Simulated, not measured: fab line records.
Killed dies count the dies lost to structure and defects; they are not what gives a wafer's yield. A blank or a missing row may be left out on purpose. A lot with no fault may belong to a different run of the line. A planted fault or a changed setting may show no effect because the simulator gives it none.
A struck lot beside a sound one | flow sfqLine | 14 steps out of a route of 325
Sound: wafers L286.2, L286.4, L286.6. The struck wafers were L291.1, L291.5, L291.6. At the end, the cause is stated.
At each step with rows: each side's tool, then ch and its chambers, then its first start. Under that, the readings that differ: sound wafers | struck wafers | difference of the means | sigmas: that difference in standard deviations of wafers without a fault.
alike: a reading whose means differ by less than 2 such deviations, as well as words and numbers matching on both sides. not compared: withheld readings; readings where some wafer has no value; bounds like >300 that might hide an equal value; numbers whose values overlap and for which the record gives no deviation.
Wherever a step has rows on one side only, a row that says differs or no value, or a row with sigmas, the two part there. Numbers that have no deviation but don't overlap get no sigmas and don't part them. Lack of a reading on every wafer of one side parts them only where that side has two or more wafers.

SFQ_TRILAYER_I7_DEP_PECVD_183: deposits SiO2 from SiH4/N2O, time 111.11 s, target thk 500 nm.
  sound on pecvd-03 ch 0,1, day 77 03:29; struck on pecvd-01 ch 0,1,2, day 78 02:17
  alike: heaterPowerW, showerheadVppV, throttleValvePct
SFQ_TRILAYER_I7_CMP_CMP_184: polishes SiO2.
  sound on cmp-02 ch 0,1,3, day 77 05:59; struck on cmp-02 ch 2,3, day 78 05:57
  alike: motorCurrentA, timeToEndpointS
SFQ_I7_BOW_MEAS_946:
  sound on filmMetro-02 at day 77 08:00; struck on filmMetro-02 at day 78 08:27
  alike: I7_BOW
SFQ_TRILAYER_I7_METRO_MEASURE_185:
  sound on filmMetro-02 at day 77 08:18; struck on filmMetro-02 at day 78 08:34
  alike: thkNm
then, 6 steps without rows for these wafers: SFQ_TRILAYER_I7_VIA_LITHO_COAT_192 (resist thk 62 nm); SFQ_TRILAYER_I7_VIA_LITHO_COAT_187 (resist thk 650 nm); SFQ_TRILAYER_I7_VIA_LITHO_SOFTBAKE_191; SFQ_TRILAYER_I7_VIA_LITHO_EXPOSE_188 (exposes mask I7, target cd 1000 nm); SFQ_TRILAYER_I7_VIA_LITHO_PEB_190 (peb time 60 s); SFQ_TRILAYER_I7_VIA_LITHO_DEVELOP_189 (time 60 s).
-- the record jumps here: 3 days lie between the struck wafers' starts before and after --
SFQ_I7_OVL_MEAS_947:
  sound on overlay-01 at day 80 01:42; struck on overlay-01 at day 81 06:29
reading     | sound    | struck | difference | sigmas
I7_OVL (nm) | -6 -6 -3 | 9 4 9  | +12        | +3
SFQ_TRILAYER_I7_VIA_BARC_OPEN_VIA_ETCH_260: etches BARC in O2, target depth 125 nm, time 41.7 s.
  sound on rieDiel-03 ch 1,2,3, day 80 01:44; struck on rieDiel-03 ch 2,3, day 81 06:32
  alike: biasW, drypumpMotorCurrentA, oesProductAu
  not compared: rfHoursCounterH
SFQ_TRILAYER_I7_VIA_ETCH_VIA_ETCH_190: etches SiO2 in CHF3, stops on Nb, target depth 260 nm.
  sound on rieDiel-03 ch 1,2,3, day 80 01:46; struck on rieDiel-03 ch 2,3, day 81 06:34
reading   | sound             | struck            | difference | sigmas
biasW (W) | 80.17 79.87 79.56 | 63.58 63.62 63.75 | -16.22     | -71
  alike: drypumpMotorCurrentA, oesProductAu
SFQ_TRILAYER_I7_VIA_STRIP_STRIP_191: strips in O2.
  sound on rieMetal-04 ch 0,1, day 80 01:53; struck on rieMetal-03 ch 0,1, day 81 06:41
reading                  | sound       | struck      | difference | sigmas
drypumpMotorCurrentA (A) | 5.7 5.5 5.6 | 6.6 6.6 6.2 | +0.9       | +2
  alike: oesProductAu
  not compared: rfHoursCounterH

## WHERE THEY PART
Earliest at SFQ_I7_OVL_MEAS_947; latest, in this record, at SFQ_TRILAYER_I7_VIA_STRIP_STRIP_191.

WHY: the cause the simulator had injected
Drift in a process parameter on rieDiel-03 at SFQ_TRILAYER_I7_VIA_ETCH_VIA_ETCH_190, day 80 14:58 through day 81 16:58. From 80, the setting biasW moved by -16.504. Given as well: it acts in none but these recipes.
